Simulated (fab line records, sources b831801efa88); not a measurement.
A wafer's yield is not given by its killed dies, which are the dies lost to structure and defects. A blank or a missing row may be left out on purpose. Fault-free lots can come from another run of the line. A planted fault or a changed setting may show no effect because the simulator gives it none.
fab line records ; flow sky130
[record] lots = 12; wafers = 36; lastDay = 50
route steps=708 shown VIA4@657 PAD_OPEN@708
lots that met no fault: taken from a fault-free run of the same line
startH: the number of hours between the record's first day and the start of the first shown wafer of the lot ; waitH: time in hours since the lot's previous step ; " identical to the entry in the row above ; L1.1+2: a row that stands for several wafers ; - no value, or no start given ; * or withheld: withheld ; < > ~ a bound
route shown NAME@n: NAME is a module with steps in the file, n the number in the route of the first one ; usual: mean/standard deviation of fault-free wafers ; same: alike in all rows ; chamber/n: place in a boat ; sites: each site's reading ; _std_site: standard deviation of those values ; _edge_site: inner sites' mean taken away from outer sites' mean ; radiusMm: for every site, how far away it sits from the centre of the wafer ; mask NAME#n: copy n ; behind: the tool/chamber that last shaped the wafer ; hold: why the lot was held/for how many hours/how that ended ; device: which transistor (n, p or np) failed to switch ; end of line: tests run on the same wafers once the route is complete ; step lacking rows: just its recipe ; killed: dies lost to structure and defects at the first sort, not the wafer's yield ; map: a wafer's dies, x killed, . not, _ none there
set.NAME: the run value of the setting; set.NAME@STEP: its run value at that earlier step ; model.NAME: the simulator's own value behind a step, which no gauge read
route steps across a sampled set of lots; one table per step, one row per wafer
services: the hour from which a tool's chamber was out of use, counted from the record's first day as startH (under 0 if before that day), plus the number of hours and why
[[steps]]
[step SKY_VIA4_CVD_18]
[recipe] material = W; targetThkNm = 505; timeS = 152.14; tempC = 400; pressureTorr = 40
[usual] heaterPowerW = 887/88; susceptorTempC = 400.00/0.22
lot.wafer;tool;chamber;startH;waitH;heaterPowerW;susceptorTempC
L686.3;cvdW-02;1;1004.61;0.1;744;400.08
L686.5;cvdW-02;1;1004.61;0.1;762;400.16
L686.6;cvdW-02;0;1004.61;0.1;876;400.15
L687.1;cvdW-02;0;1018.84;0.0;908;400.28
L687.2;cvdW-02;1;1018.84;0.0;757;399.82
L687.4;cvdW-02;1;1018.84;0.0;749;400.61
L689.3;cvdW-01;1;1031.55;0.1;929;400.30
L689.4;cvdW-01;0;1031.55;0.1;990;399.98
L689.5;cvdW-01;0;1031.55;0.1;997;400.16
L688.1;cvdW-01;0;1036.12;0.0;946;399.62
L688.2;cvdW-01;1;1036.12;0.0;909;400.34
L688.5;cvdW-01;1;1036.12;0.0;920;400.37
L690.2;cvdW-01;1;1042.98;0.0;919;400.33
L690.3;cvdW-01;0;1042.98;0.0;994;399.67
L690.5;cvdW-01;0;1042.98;0.0;1015;399.91
L691.2;cvdW-02;0;1046.01;0.0;897;400.14
L691.5;cvdW-02;0;1046.01;0.0;880;399.85
L691.6;cvdW-02;1;1046.01;0.0;760;399.88
L697.3;cvdW-01;0;1102.54;0.1;964;392.62
L697.4;cvdW-01;1;1102.54;0.1;922;399.86
L697.5;cvdW-01;0;1102.54;0.1;924;393.04
L698.1;cvdW-02;0;1103.13;0.0;895;399.83
L698.3;cvdW-02;0;1103.13;0.0;919;399.87
L698.6;cvdW-02;0;1103.13;0.0;894;400.38
L700.1;cvdW-01;1;1105.39;0.0;944;400.30
L700.3;cvdW-01;0;1105.39;0.0;951;392.72
L700.4;cvdW-01;1;1105.39;0.0;949;400.17
L703.3;cvdW-02;1;1112.09;0.1;731;399.77
L703.4;cvdW-02;0;1112.09;0.1;886;399.93
L703.5;cvdW-02;0;1112.09;0.1;905;400.24
L707.1;cvdW-02;0;1133.11;0.0;891;399.57
L707.4;cvdW-02;1;1133.11;0.0;750;399.96
L707.6;cvdW-02;1;1133.11;0.0;753;399.75
L709.4;cvdW-02;0;1148.74;0.1;923;400.22
L709.5;cvdW-02;1;1148.74;0.1;759;400.12
L709.6;cvdW-02;0;1148.74;0.1;897;399.83
[step SKY_VIA4_RS_MEAS_19]
[recipe] thkMeasGauge = four-point-probe; reads = W_of_VIA4_CVD_18+TiN_of_VIA4_SPUTTER_17
[usual] VIA4_W_RS = 0.2283/0.0025
lot.wafer;tool;chamber;startH;waitH;VIA4_W_RS[ohm/sq]
L686.3;filmMetro-01;-;1004.75;0.1;0.2236
L686.5;filmMetro-01;-;1004.75;0.1;0.2240
L686.6;filmMetro-01;-;1004.75;0.1;0.2238
L687.1;filmMetro-02;-;1019.00;0.1;0.2285
L687.2;filmMetro-02;-;1019.00;0.1;0.2229
L687.4;filmMetro-02;-;1019.00;0.1;0.2266
L689.3;filmMetro-01;-;1031.69;0.1;0.2260
L689.4;filmMetro-01;-;1031.69;0.1;0.2264
L689.5;filmMetro-01;-;1031.69;0.1;0.2264
L688.1;filmMetro-01;-;1036.27;0.1;0.2279
L688.2;filmMetro-01;-;1036.27;0.1;0.2275
L688.5;filmMetro-01;-;1036.27;0.1;0.2252
L690.2;filmMetro-03;-;1043.15;0.1;0.2299
L690.3;filmMetro-03;-;1043.15;0.1;0.2320
L690.5;filmMetro-03;-;1043.15;0.1;0.2317
L691.2;filmMetro-03;-;1046.18;0.1;0.2280
L691.5;filmMetro-03;-;1046.18;0.1;0.2289
L691.6;filmMetro-03;-;1046.18;0.1;0.2306
L697.3;filmMetro-03;-;1102.68;0.1;0.2670
L697.4;filmMetro-03;-;1102.68;0.1;0.2289
L697.5;filmMetro-03;-;1102.68;0.1;0.2709
L698.1;filmMetro-01;-;1103.28;0.1;0.2253
L698.3;filmMetro-01;-;1103.28;0.1;0.2254
L698.6;filmMetro-01;-;1103.28;0.1;0.2256
L700.1;filmMetro-01;-;1105.54;0.1;0.2299
L700.3;filmMetro-01;-;1105.54;0.1;0.2630
L700.4;filmMetro-01;-;1105.54;0.1;0.2334
L703.3;filmMetro-01;-;1112.23;0.1;0.2316
L703.4;filmMetro-01;-;1112.23;0.1;0.2294
L703.5;filmMetro-01;-;1112.23;0.1;0.2279
L707.1;filmMetro-03;-;1133.26;0.1;0.2273
L707.4;filmMetro-03;-;1133.26;0.1;0.2294
L707.6;filmMetro-03;-;1133.26;0.1;0.2294
L709.4;filmMetro-03;-;1148.90;0.1;0.2274
L709.5;filmMetro-03;-;1148.90;0.1;0.2289
L709.6;filmMetro-03;-;1148.90;0.1;0.2266
[step SKY_VIA4_THK_MEAS_20]
[recipe] thkMeasGauge = xrf; reads = W_of_VIA4_CVD_18
[usual] VIA4_W_THK = 510/6.9
lot.wafer;tool;chamber;startH;waitH;VIA4_W_THK[nm]
L686.3;filmMetro-01;-;1004.85;0.1;522
L686.5;filmMetro-01;-;1004.85;0.1;524
L686.6;filmMetro-01;-;1004.85;0.1;522
L687.1;filmMetro-02;-;1019.12;0.1;511
L687.2;filmMetro-02;-;1019.12;0.1;528
L687.4;filmMetro-02;-;1019.12;0.1;513
L689.3;filmMetro-01;-;1031.79;0.1;511
L689.4;filmMetro-01;-;1031.79;0.1;510
L689.5;filmMetro-01;-;1031.79;0.1;510
L688.1;filmMetro-01;-;1036.39;0.1;513
L688.2;filmMetro-01;-;1036.39;0.1;512
L688.5;filmMetro-01;-;1036.39;0.1;516
L690.2;filmMetro-03;-;1043.26;0.1;504
L690.3;filmMetro-03;-;1043.26;0.1;501
L690.5;filmMetro-03;-;1043.26;0.1;499
L691.2;filmMetro-03;-;1046.29;0.1;512
L691.5;filmMetro-03;-;1046.29;0.1;506
L691.6;filmMetro-03;-;1046.29;0.1;505
L697.3;filmMetro-03;-;1102.78;0.1;439
L697.4;filmMetro-03;-;1102.78;0.1;515
L697.5;filmMetro-03;-;1102.78;0.1;429
L698.1;filmMetro-01;-;1103.40;0.1;511
L698.3;filmMetro-01;-;1103.40;0.1;510
L698.6;filmMetro-01;-;1103.40;0.1;508
L700.1;filmMetro-01;-;1105.66;0.1;508
L700.3;filmMetro-01;-;1105.66;0.1;440
L700.4;filmMetro-01;-;1105.66;0.1;498
L703.3;filmMetro-01;-;1112.33;0.1;504
L703.4;filmMetro-01;-;1112.33;0.1;506
L703.5;filmMetro-01;-;1112.33;0.1;509
L707.1;filmMetro-03;-;1133.38;0.1;520
L707.4;filmMetro-03;-;1133.38;0.1;512
L707.6;filmMetro-03;-;1133.38;0.1;513
L709.4;filmMetro-03;-;1148.99;0.1;517
L709.5;filmMetro-03;-;1148.99;0.1;515
L709.6;filmMetro-03;-;1148.99;0.1;518
[step SKY_VIA4_CMP_21]
[recipe] stopOn = SiO2; tOverpolishS = 25; downForcePsi = 3.5; platenRpm = 60; targetThkNm = 0; padVelocityMS = 0.94248
[usual] headPressurePsi = 3.499/0.0068; motorCurrentA = 11.6/1.1; platenRpm = 60.00/0.039; timeToEndpointS = 119/3.4
lot.wafer;tool;chamber;startH;waitH;headPressurePsi;motorCurrentA;platenRpm;timeToEndpointS
L686.3;cmp-01;0;1004.89;0.0;3.499;10.4;60.05;126
L686.5;cmp-01;0;1004.89;0.0;3.492;10.1;60.02;127
L686.6;cmp-01;1;1004.89;0.0;3.497;11.9;59.98;120
L687.1;cmp-01;0;1019.18;0.1;3.498;9.6;60.09;123
L687.4;cmp-01;2;1019.18;0.1;3.506;12.1;59.99;117
L687.2;cmp-01;3;1019.18;0.1;3.499;10.3;60.06;120
L689.4;cmp-02;2;1032.13;0.3;3.500;11.4;60.02;117
L689.3;cmp-02;3;1032.13;0.3;3.497;12.6;60.10;119
L689.5;cmp-02;1;1032.13;0.3;3.501;11.4;60.01;118
L688.1;cmp-01;2;1036.45;0.1;3.492;11.9;59.96;117
L688.2;cmp-01;1;1036.45;0.1;3.501;12.0;60.05;119
L688.5;cmp-01;2;1036.45;0.1;3.512;11.8;59.99;118
L690.3;cmp-02;1;1043.31;0.0;3.497;10.8;60.05;114
L690.2;cmp-02;3;1043.31;0.0;3.510;12.3;59.95;117
L690.5;cmp-02;1;1043.31;0.0;3.513;11.6;59.99;116
L691.2;cmp-02;2;1046.34;0.0;3.497;11.3;60.00;114
L691.6;cmp-02;2;1046.34;0.0;3.497;11.1;60.01;115
L691.5;cmp-02;3;1046.34;0.0;3.487;12.3;59.99;117
L697.4;cmp-02;3;1102.87;0.1;3.515;12.6;60.04;117
L697.3;cmp-02;0;1102.87;0.1;3.510;13.0;59.99;101
L697.5;cmp-02;2;1102.87;0.1;3.491;11.5;59.97;98
L698.1;cmp-02;1;1103.62;0.2;3.494;11.5;59.99;119
L698.3;cmp-02;2;1103.62;0.2;3.500;10.9;59.96;119
L698.6;cmp-02;0;1103.62;0.2;3.500;13.8;59.97;121
L700.3;cmp-02;0;1105.97;0.3;3.495;13.9;60.02;104
L700.1;cmp-02;1;1105.97;0.3;3.505;10.8;59.99;120
L700.4;cmp-02;2;1105.97;0.3;3.488;11.3;60.06;113
L703.4;cmp-02;2;1112.47;0.1;3.510;11.6;59.99;120
L703.3;cmp-02;3;1112.47;0.1;3.496;13.1;59.96;120
L703.5;cmp-02;1;1112.47;0.1;3.504;11.5;60.12;124
L707.4;cmp-01;3;1133.44;0.0;3.486;10.4;60.00;121
L707.1;cmp-01;0;1133.44;0.0;3.502;9.6;59.91;124
L707.6;cmp-01;0;1133.44;0.0;3.498;10.0;59.98;121
L709.4;cmp-01;0;1149.42;0.4;3.510;9.7;60.02;123
L709.5;cmp-01;1;1149.42;0.4;3.488;11.9;60.08;122
L709.6;cmp-01;2;1149.42;0.4;3.501;11.7;59.99;115
[step SKY_PAD_OPEN_PROBE_99]
[usual] defectLimitedYield = 82.8/1.9; killed_at_M0_to_M3 = 43/7.3; killed_at_M4_up = 3.6/1.9; killedAtContacts = 23/5.3; killedAtFrontEnd = 15/4.5; killedAtOther = 0.3/0.72; killedDies = 85/9.4; killedOpen = 46/6.7; killedShort = 38/6.8; sort_bin_3_pad_short = 0.8/0.36; sort_bin_5_function = 10.1/1.3; sort_bin_6_memory = 6.3/1.2; sortNPass = 407/9.4; sortYieldPct = 82.8/1.9
[same] grossDies = 492; killedAtBackSide = 0; sort_bin_4_leakage[%] = 0; sort_bin_8_speed[%] = 0
lot.wafer;tool;chamber;startH;waitH;defectLimitedYield[%];killed_at_M0_to_M3;killed_at_M4_up;killedAtContacts;killedAtFrontEnd;killedAtOther;killedDies;killedOpen;killedShort;sort_bin_3_pad_short[%];sort_bin_5_function[%];sort_bin_6_memory[%];sortNPass;sortYieldPct[%]
L700.1;prober-01;-;1166.06;0.1;82.5;48;2;26;10;0;86;44;41;0.4;9.1;7.9;406;82.5
L700.3;prober-01;-;1166.16;0.2;81.7;54;4;22;10;0;90;46;44;0.8;9.8;7.7;402;81.7
L700.4;prober-01;-;1166.21;0.2;85.6;39;2;21;9;0;71;37;34;0.6;9.1;4.7;421;85.6
// killed by level:class
L700.1 CONTACT:geometricParticle:open=11 METAL1:geometricParticle:short=10 VIA1:geometricParticle:open=8 LOCAL_INTERCONNECT:geometricParticle:short=7 VIA3:geometricParticle:open=7 VIA1:geometricParticle:short=7 METAL2:geometricParticle:short=5 LI_CONTACT:geometricParticle:open=4
L700.3 VIA3:geometricParticle:open=13 METAL1:geometricParticle:short=12 VIA1:geometricParticle:open=10 CONTACT:geometricParticle:open=8 VIA1:geometricParticle:short=7 LI_CONTACT:geometricParticle:open=5 LOCAL_INTERCONNECT:geometricParticle:short=4 CONTACT:geometricParticle:short=4
L700.4 METAL1:geometricParticle:short=9 VIA1:geometricParticle:open=8 LI_CONTACT:geometricParticle:open=7 VIA2:geometricParticle:open=7 VIA3:geometricParticle:open=5 FIELD_ISO:geometricParticle:short=4 LOCAL_INTERCONNECT:geometricParticle:short=4 CONTACT:geometricParticle:open=4
[[services]]
tool;chamber;startH;hours;kind
cvdW-01;-;986.05;1.0;repair
cmp-02;-;987.26;1.4;repair
cmp-02;-;1038.02;2.4;repair
cmp-01;-;1058.34;13.8;repair
cvdW-01;-;1063.79;28.1;pm
cmp-01;-;1085.20;4.0;pm
cmp-01;-;1089.20;-;consumableReplace:conditioner
cmp-01;-;1089.20;-;consumableReplace:pad
cvdW-02;-;1099.12;0.7;repair
cvdW-01;-;1100.12;0.8;repair
cmp-01;-;1102.95;3.9;pm
cvdW-01;-;1107.18;0.7;repair
cvdW-01;0;1143.88;3.4;repair
cmp-01;-;1147.84;1.4;repair
cmp-02;-;1149.14;1.8;repair
[[key]]
[firstSign] step = SKY_VIA4_CVD_18; reading = susceptorTempC; direction = down; sigmas = 33; usual = *; struck = *
[effect] step = SKY_VIA4_RS_MEAS_19; reading = VIA4_W_RS; direction = up; sigmas = 15; usual = 0.2283; struck = 0.2670
[effect] step = SKY_VIA4_THK_MEAS_20; reading = VIA4_W_THK; direction = down; sigmas = 11; usual = 510; struck = 436
[effect] step = SKY_VIA4_CMP_21; reading = timeToEndpointS; direction = down; sigmas = 5.3; usual = *; struck = *
metAt SKY_VIA4_CVD_18
struckLots L697,L700
struckWafers L697.3,L697.5,L700.3
onsetBetween 1042.98 1102.54
[fault] kind = processParameterDrift; tool = cvdW-01; chamber = 0; onsetH = 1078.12; steps = SKY_VIA4_CVD_18; channel = tempC; offset = *; shape = step; endH = 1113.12; actsIn = *; stated = *
